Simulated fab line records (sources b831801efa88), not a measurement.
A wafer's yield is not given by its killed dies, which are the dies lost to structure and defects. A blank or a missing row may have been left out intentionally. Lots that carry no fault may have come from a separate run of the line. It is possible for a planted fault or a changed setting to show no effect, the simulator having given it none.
Comparing a struck lot with a sound one :: flow gf180mcu :: 27 out of 602 route steps
Sound: the wafers L122.2, L122.3, L122.6. Wafers L134.2, L134.5, L134.6 were the ones struck. At the end, the cause is stated.
At each step with rows: each side's tool, then ch and its chambers, then its first start. Under that, the readings that differ: sound wafers :: struck wafers :: difference of the means :: sigmas: that difference in standard deviations of wafers without a fault.
alike: words and numbers the same on both sides, and readings whose means are apart by under 2 such deviations; not compared: readings that were withheld, readings missing a value for some wafer, numbers with overlapping values and no deviation given by the record, and bounds like >300 which may hide the same value.
The two part at a step that has a row with sigmas, a row that says differs or no value, or rows on one side only. When numbers do not overlap yet have no deviation, they are printed without sigmas and do not part them. A reading missing from all wafers of one side parts the sides only when that side holds two or more wafers.

first, 6 steps without rows for these wafers: GF_V1_ETCH_16 (etches BARC in N2/H2); GF_V1_ETCH_17 (etches SiO2 in C4F8/O2/Ar, stops on TiN, target depth 630 nm); GF_V1_STRIP_18 (strips in O2/N2); GF_V1_STRIP_19 (strips in post etch residue remover, time 1200 s); GF_V1_CLEAN_20 (cleans in DIW); GF_V1_SPUTTER_21 (material Ti, target thk 15 nm, time 80.02 s).
GF_V1_SPUTTER_22: material TiN, target thk 10 nm, time 40 s.
  sound: pvd sputter-03 at day 18 21:38; struck: pvd sputter-03 at day 23 15:55
  alike: cathode dc power W, chamber pressure pa, throttle valve pct
GF_V1_CVD_23: deposits W, target thk 350 nm, time 105.05 s.
  sound on cvd w-01 ch 1, day 18 21:40; struck on cvd w-02 ch 0,1, day 23 15:57
  alike: heater power w
GF_V1_RS_MEAS_24: measures by four-point-probe.
  sound: film metro-03 at day 18 21:48; struck: film metro-02 at day 23 16:05
  alike: V1_W_RS
GF_V1_THK_MEAS_25: measures by xrf.
  sound: film metro-03 at day 18 21:55; struck: film metro-02 at day 23 16:11
  alike: V1_W_THK
GF_V1_CMP_26: polishes, stops on SiO2, t overpolish 15 s, target thk 0 nm.
  sound on cmp-02 ch 0,2,3, day 18 21:58; struck on cmp-02 ch 1,2,3, day 23 16:20
  alike: motor current A, overpolish run s, time to endpoint s
then, 1 step without rows for these wafers: GF_M2_SPUTTER_00 (material Ti, target thk 37.5 nm, time 150 s).
GF_M2_SPUTTER_01: material TiN, target thk 30 nm, time 25.34 s.
  sound: pvd sputter-02 at day 18 22:22; struck: pvd sputter-01 at day 23 16:38
  no value came back on the struck wafers for cathode dc power W (W), chamber pressure pa (Pa), throttle valve pct (%); on the sound wafers cathode dc power W (W) reads 6499.3 6501.6 6499.3
GF_M2_SPUTTER_02: material AlCu, target thk 450 nm, time 23.9 s.
  sound: pvd sputter-02 at day 18 22:23; struck: pvd sputter-01 at day 23 16:40
  alike: cathode dc power W, chamber pressure pa, throttle valve pct
then, 1 step without rows for these wafers: GF_M2_SPUTTER_03 (material Ti, target thk 10 nm, time 6.7 s).
GF_M2_SPUTTER_04: material TiN, target thk 50 nm, time 41.7 s.
  sound: pvd sputter-02 at day 18 22:26; struck: pvd sputter-01 at day 23 16:43
  alike: cathode dc power W, chamber pressure pa, throttle valve pct
then, 7 steps without rows for these wafers: GF_M2_DEHYDRATE_07 (time 60 s); GF_M2_HMDS_08 (prime time 60 s); GF_M2_COAT_09 (resist thk 1000 nm); GF_M2_SOFTBAKE_10 (time 60 s); GF_M2_EXPOSE_11 (exposes mask Metal2, target cd 280 nm); GF_M2_PEB_12 (peb time 90 s); GF_M2_DEVELOP_13 (develop time 60 s).
GF_M2_CD_MEAS_14: the cd target is 280 nm.
  sound: cd sem-01 at day 19 22:13; struck: cd sem-01 at day 24 14:29
  alike: cd nm
GF_M2_OVL_MEAS_15:
  sound: overlay-01 at day 19 22:19; struck: overlay-01 at day 24 14:35
  alike: M2_OVL
GF_M2_METAL_ETCH_16: etches the open film in Cl2/BCl3, stops on SiO2, target depth 627.5 nm, time 104.6 s.
  sound on rie metal-03 ch 0,1, day 19 22:21; struck on rie metal-03 ch 0,1, day 24 14:37
reading: oes product au (a.u.)
sound: 0.972 0.978 0.966
struck: 0.951 0.948 0.938
difference: -0.026
sigmas: -4

reading: throttle valve pct (%)
sound: 28.255 28.267 28.241
struck: 28.282 28.269 28.282
difference: +0.023
sigmas: +2
  alike: drypump motor current A
  not compared: rf hours counter h
then, 1 step without rows for these wafers: GF_M2_STRIP_17 (strips in O2/N2).

WHERE THEY PART
First at GF_M2_SPUTTER_01; last, within this record, at GF_M2_METAL_ETCH_16.

WHY: what the simulator had put in
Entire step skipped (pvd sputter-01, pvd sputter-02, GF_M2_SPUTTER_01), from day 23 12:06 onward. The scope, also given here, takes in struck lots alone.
